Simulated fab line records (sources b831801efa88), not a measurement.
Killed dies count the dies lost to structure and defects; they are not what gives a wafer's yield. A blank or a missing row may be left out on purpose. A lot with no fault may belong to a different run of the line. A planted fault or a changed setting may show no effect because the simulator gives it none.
What tool caused it?    flow sky130    39 wafers from 13 lots sampled at 3 of the route's 708 steps

## WHAT EACH GAUGE READ, for each wafer
SKY_CONTACT_BOW_MEAS_05. Usual: CONTACT_BOW 83 um, standard deviation 6.9.
lot   measured      on             CONTACT_BOW (um)  flag
L157  day 31 15:22  film_metro-04  83 97 86          
L159  day 31 20:44  film_metro-02  77 72 85          
L161  day 32 04:16  film_metro-02  83 89 97          
L160  day 32 04:35  film_metro-04  80 80 79          
L162  day 32 05:18  film_metro-04  90 76 80          
L163  day 32 13:52  film_metro-01  96 71 84          
L165  day 33 09:51  film_metro-04  83 81 92          
L166  day 33 12:40  film_metro-02  89 83 82          
L168  day 34 01:16  film_metro-02  88 88 85          
L176  day 36 13:10  film_metro-02  86 73 79          
L177  day 37 04:14  film_metro-04  94 83 77          
L179  day 38 00:03  film_metro-01  82 87 87          
L180  day 38 02:35  film_metro-01  77 96 84          

SKY_CONTACT_OVL_MEAS_15. Usual: CONTACT_OVL 3 nm, standard deviation 6.5.
lot   measured      on          CONTACT_OVL (nm)  flag
L157  day 32 19:08  overlay-01  13 13 18          
L159  day 32 23:49  overlay-01  -3 -9 -5          
L161  day 33 07:45  overlay-02  9 11 2            
L160  day 33 08:01  overlay-02  13 19 22          
L162  day 33 08:25  overlay-01  3 7 8             
L163  day 33 16:20  overlay-01  10 3 6            
L165  day 34 12:46  overlay-02  5 4 2             
L166  day 34 15:19  overlay-02  -2 3 -3           
L168  day 35 04:07  overlay-02  7 6 6             
L176  day 37 14:43  overlay-02  -3 -3 0           
L177  day 38 05:26  overlay-01  3 1 2             
L179  day 39 01:02  overlay-02  8 3 5             
L180  day 39 03:40  overlay-01  14 12 2           

## WHAT TOOL EACH LOT RAN ON (gives the tool, then ch and the chambers of the sampled wafers, and finally the start)
lot   SKY_CONTACT_CVD_00
L157  pecvd-02 ch 0,2, day 31 14:49
L159  pecvd-01 ch 0,1,2, day 31 20:13
L161  pecvd-01 ch 0,1,2, day 32 03:45
L160  pecvd-02 ch 0,1,2, day 32 03:50
L162  pecvd-04 ch 0,1,2, day 32 04:44
L163  pecvd-04 ch 0,1, day 32 13:18
L165  pecvd-04 ch 1,2, day 33 09:16
L166  pecvd-01 ch 0,1, day 33 12:06
L168  pecvd-04 ch 0,1, day 34 00:45
L176  pecvd-02 ch 0,1,2, day 36 12:38
L177  pecvd-01 ch 0,2, day 37 01:37
L179  pecvd-02 ch 0,1, day 37 23:29
L180  pecvd-01 ch 0,1, day 38 01:57
- SKY_CONTACT_CVD_00: deposits Si3N4, target thk 75 nm.

## AS READ BY THE TOOLS THEMSELVES (means over the sampled wafers that have a number; for cases with no such wafer, the mark the record gives instead)
SKY_CONTACT_CVD_00. Usual: 737 W for heater_power_w, sd 130.
lot   tool      heater_power_w (W)  flag
L157  pecvd-02  685                 
L159  pecvd-01  771                 
L161  pecvd-01  752                 
L160  pecvd-02  757                 
L162  pecvd-04  732                 
L163  pecvd-04  581                 
L165  pecvd-04  795                 
L166  pecvd-01  821                 
L168  pecvd-04  661                 
L176  pecvd-02  782                 
L177  pecvd-01  698                 
L179  pecvd-02  860                 
L180  pecvd-01  885                 

## THE ANSWER, worked out from the rows above alone
Rule: a lot counts as off when the mean over its wafers that have a number is more than 3 standard deviations away from the usual mean. Also off: a lot with no number at a reading for which 4 or more lots have one. The other lots that the step has rows for count as sound. Order of review: gauges by route order, followed by the tools' own readings, for which a lot's mean as printed above is used. The first step at which some lot is off is used, and at that step the reading that is off furthest; a lot without a number counts as furthest.
Nothing can be told from this: no lot is off at any reading shown.

## WHAT THE SIMULATOR HAD PUT IN
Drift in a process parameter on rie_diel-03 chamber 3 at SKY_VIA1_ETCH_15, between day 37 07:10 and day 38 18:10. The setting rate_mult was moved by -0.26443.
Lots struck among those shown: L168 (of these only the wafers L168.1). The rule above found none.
